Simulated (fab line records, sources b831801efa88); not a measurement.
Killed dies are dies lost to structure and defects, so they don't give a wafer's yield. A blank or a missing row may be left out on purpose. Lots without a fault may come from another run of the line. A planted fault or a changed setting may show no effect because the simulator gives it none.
A struck lot beside a sound one | flow sky130 | 16 steps out of a route of 708
Sound: wafers L324.1, L324.5, L324.6. Struck: wafer L326.1. (L326.3, L326.5 of the same lot were not struck and are left out.) The cause comes at the end.
At each step with rows: each side's tool, then ch and its chambers, then its first start. Under that, the readings that differ: sound wafers | struck wafers | difference of the means | sigmas: that difference in standard deviations of wafers without a fault.
alike: readings whose means differ by less than 2 such deviations, and words and numbers that are the same on both sides. not compared: withheld readings, readings that some wafer has no value for, bounds like >300 that may hide the same value, and numbers for which the record gives no deviation and whose values overlap.
The two part at a step that has a row with sigmas, a row that says differs or no value, or rows on one side only. Numbers that don't overlap but have no deviation are shown without sigmas and don't part them. A reading that every wafer of one side lacks parts them only if that side has two wafers or more.

SKY_VIA3_CMP_02: polishes SiO2.
  sound on cmp-02 ch 1,2,3, day 43 08:50; struck on cmp-02 ch 3, day 44 06:10
  alike: edge_zone_pressure_frac, motor_current_A
SKY_VIA3_BOW_MEAS_03:
  sound on film_metro-03, day 43 09:02; struck on film_metro-01, day 44 06:25
  alike: VIA3_BOW
then, 8 steps without rows for these wafers: SKY_VIA3_DEHYDRATE_04 (time 60 s); SKY_VIA3_HMDS_05 (prime time 60 s); SKY_VIA3_COAT_06 (resist thk 60 nm); SKY_VIA3_COAT_07 (resist thk 450 nm); SKY_VIA3_SOFTBAKE_08 (time 90 s); SKY_VIA3_EXPOSE_09 (exposes mask VIM3, target cd 200 nm); SKY_VIA3_PEB_10; SKY_VIA3_DEVELOP_11 (develop time 60 s).
SKY_VIA3_CD_MEAS_12: target cd 200 nm.
  sound on cd_sem-02, day 44 07:44; struck on cd_sem-01, day 45 04:27
  alike: cd_nm
SKY_VIA3_OVL_MEAS_13:
  sound on overlay-02, day 44 07:51; struck on overlay-01, day 45 04:34
  alike: VIA3_OVL
SKY_VIA3_ETCH_14: etches BARC in N2/H2, stops on SiO2, time 45.9 s, target depth 60 nm.
  sound on rie_diel-03 ch 0,1,2, day 44 07:53; struck on rie_diel-02 ch 2, day 45 04:37
  reading                                     | sound             | struck | difference | sigmas
  oes_product_au (a.u.)                       | 0.861 0.848 0.851 | 0.808  | -0.045     | -10
  model.KrF-thick_of_VIA3_COAT_07.thk_nm (nm) | 393.8 393 390.1   | 409.2  | +16.9      |
  model.etch.depth_nm (nm)                    | 59.89 60.01 59.92 | 52.92  | -7.02      |
  model.VIA3.cd_nm (nm)                       | 198.8 198.7 200   | 196.3  | -2.9       |
  alike: drypump_motor_current_A, h2_flow_sccm, throttle_valve_pct
  not compared: rf_hours_counter_h
SKY_VIA3_ETCH_15: etches SiO2 in C4F8/O2/Ar, stops on TiN, target depth 507 nm, time 78 s.
  sound on rie_diel-03 ch 0,1,2, day 44 07:56; struck on rie_diel-02 ch 2, day 45 04:39
  reading                                     | sound             | struck | difference | sigmas
  oes_product_au (a.u.)                       | 0.942 0.945 0.941 | 0.368  | -0.575     | -99 or more
  model.KrF-thick_of_VIA3_COAT_07.thk_nm (nm) | 293.7 292 289.6   | 307.8  | +16.0      |
  not compared: rf_hours_counter_h
SKY_VIA3_STRIP_16: strips in O2/N2.
  sound on plasma_asher-04 ch 0,1, day 44 07:59; struck on plasma_asher-03 ch 0, day 45 04:43
  reading                      | sound             | struck | difference | sigmas
  strip_time_to_endpoint_s (s) | 4.152 4.137 4.113 | 4.311  | +0.177     | +8
  alike: drypump_motor_current_A, oes_product_au
  not compared: rf_hours_counter_h
then, 1 step without rows for these wafers: SKY_VIA3_STRIP_17 (strips in post etch residue remover, time 1200 s).

WHERE THEY PART
First at SKY_VIA3_ETCH_14; last, within this record, at SKY_VIA3_STRIP_16.

WHY: what the simulator had put in
Process parameter drift: rie_diel-02, from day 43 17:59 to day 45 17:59, at SKY_VIA3_ETCH_14. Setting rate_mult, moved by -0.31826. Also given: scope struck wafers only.
